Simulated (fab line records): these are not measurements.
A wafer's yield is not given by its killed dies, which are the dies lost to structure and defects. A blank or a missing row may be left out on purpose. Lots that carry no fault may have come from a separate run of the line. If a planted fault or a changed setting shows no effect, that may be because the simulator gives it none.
Matching of chambers | flow gf180mcu | GF_V1_CMP_04 on cmp-01: 4 sister chambers
The step polishes SiO2. 8 wafers are shown with their chamber, then 7 later ones without.

## WAFERS, EACH WITH ITS CHAMBER
wafer  | chamber | motor current A (A) | time to endpoint s (s)
L864.2 | 2       | 12.2                | 82
L864.4 | 1       | 10.3                | 87
L869.6 | 3       | 13.5                | 89
L870.5 | 3       | 12.6                | 85
L879.5 | 0       | 12.1                | 87
L879.6 | 1       | 11.2                | 84
L881.4 | 2       | 12.4                | 89
L881.5 | 0       | 12.4                | 82

## WAFERS WITH NO CHAMBER GIVEN
wafer  | motor current A (A) | time to endpoint s (s)
L881.6 | 12.9                | 89
L882.2 | 12.1                | 81
L882.3 | 13.0                | 82
L882.6 | 13.0                | 81
L884.2 | 12.4                | 77
L884.3 | 12.6                | 81
L884.6 | 12.9                | 81

## EACH ONE'S CHAMBER
wafer  | from the rows above          | in truth
L881.6 | can't be placed: 3 or 2 or 0 | 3
L882.2 | can't be placed: 0 or 2 or 3 | 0
L882.3 | can't be placed: 3 or 0 or 2 | 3
L882.6 | can't be placed: 3 or 0 or 2 | 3
L884.2 | can't be placed: 0 or 2 or 3 | 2
L884.3 | can't be placed: 0 or 2 or 3 | 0
L884.6 | can't be placed: 0 or 3 or 2 | 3
Placed correctly: 0 of 7. Not placeable from these rows: 7 (in 7, the candidates include the true chamber). Placed wrongly: 0.
How it was worked out, from the rows above alone: a wafer's distance from a chamber is the root of the sum, over the readings, of the square of ((its reading less the chamber's mean) divided by the reading's scatter). The wafer belongs to the nearest chamber; if the next one is less than 2 further off, it can't be placed. A chamber's mean is the mean of its shown wafers. How the scatter is found: for the shown wafers, subtract from each reading the mean of its chamber, square and add these, divide the total by (wafers less chambers), then take the root.
